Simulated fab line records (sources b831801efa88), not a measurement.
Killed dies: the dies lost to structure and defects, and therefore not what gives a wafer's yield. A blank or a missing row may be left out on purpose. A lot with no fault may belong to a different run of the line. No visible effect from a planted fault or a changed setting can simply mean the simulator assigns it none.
What tool caused it?    flow sfqLine    7 lots, 21 wafers sampled, at 4 steps of a route of 325

WHAT THE GAUGES READ, wafer by wafer
SFQ_M8_RS_MEAS_949: measurement is done with a four-point probe.
lot   measured      on            M8_AU_RS (ohm/sq)
L591  day 84 01:43  filmMetro-04  0.1542 0.1531 0.1532
L593  day 84 17:01  filmMetro-02  0.1537 0.1566 0.1538
L596  day 85 02:34  filmMetro-01  0.1539 0.1520 0.1523
L599  day 85 06:58  filmMetro-01  0.1559 0.1552 0.1553
L604  day 85 18:58  filmMetro-02  0.1536 0.1273 0.1516 0.1538 0.1276 0.1515
L606  day 86 02:36  filmMetro-04  0.1511 0.1261 0.1501 0.1505 0.1261 0.1498
L613  day 89 02:32  filmMetro-01  0.1552 0.1561 0.1542

EACH LOT AND THE TOOL THAT RAN IT (in order: tool; ch and the chambers of the sampled wafers; start)
lot   SFQ_TRILAYER_M6_STRIP_STRIP_163   SFQ_TRILAYER_M7_ETCH_METAL_ETCH_180  SFQ_TRILAYER_M8_DEP_EVAP_196
L591  rieMetal-02 ch 0, day 75 23:41    rieMetal-01 ch 0, day 76 22:31       pvdSputter-02, day 84 01:11
L593  rieMetal-04 ch 1, day 76 07:28    rieMetal-02 ch 0,1, day 77 03:18     pvdSputter-02, day 84 16:28
L596  rieMetal-03 ch 0,1, day 76 18:53  rieMetal-02 ch 0,1, day 77 12:51     pvdSputter-01, day 85 02:03
L599  rieMetal-03 ch 0,1, day 76 23:53  rieMetal-03 ch 0,1, day 77 18:55     pvdSputter-02, day 85 06:24
L604  rieMetal-03 ch 0,1, day 77 08:17  rieMetal-02 ch 0,1, day 84 23:32     pvdSputter-01, day 85 18:24
L606  rieMetal-04 ch 0,1, day 77 18:53  rieMetal-01 ch 0,1, day 85 09:06     pvdSputter-01, day 86 02:04
L613  rieMetal-03 ch 0,1, day 82 13:10  rieMetal-01 ch 0,1, day 88 12:49     pvdSputter-02, day 89 02:01
- SFQ_TRILAYER_M6_STRIP_STRIP_163: strips in O2.
- SFQ_TRILAYER_M7_ETCH_METAL_ETCH_180: etches Nb in Cl2/Ar, stops on SiO2, target depth 240 nm, time 120 s.
- SFQ_TRILAYER_M8_DEP_EVAP_196: material Au, target thk 180 nm, time 900 s.

THE ANSWER, worked out from the rows above alone
Rule: what is usual is taken from the lots themselves. The widest of any qualifying gaps counts: lots, ordered by their means at a reading, are off when they make up no more than a third of the lots, leave a main group of 4 or more, and stand apart from it by 3 or more times the standard deviation of that group's means. A main group is skipped when, at the precision printed for the reading in the tables above, its means are all equal. A lot without any number at a reading at which 4 lots or more have one is off too. Where the step has rows for the other lots, those lots are counted as sound.
Off: L604, L606, seen at SFQ_M8_RS_MEAS_949 (M8_AU_RS). The main group: mean 0.1543 ohm/sq, standard deviation 0.001.
If a tool, at a process step before that reading, ran all the lots that are off and no sound lot after the first of them, it fits. Those tools and the gauges at SFQ_M8_RS_MEAS_949 are tried in the same way. One fits: pvdSputter-01 at SFQ_TRILAYER_M8_DEP_EVAP_196. A fault onset in the window from L596 (day 85 02:03, its last sound lot) to L604 (day 85 18:24, its first lot off) fits.

WHAT THE SIMULATOR PUT IN
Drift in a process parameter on pvdSputter-01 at SFQ_TRILAYER_M8_DEP_EVAP_196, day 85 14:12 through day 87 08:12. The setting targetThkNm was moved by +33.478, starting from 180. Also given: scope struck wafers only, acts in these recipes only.
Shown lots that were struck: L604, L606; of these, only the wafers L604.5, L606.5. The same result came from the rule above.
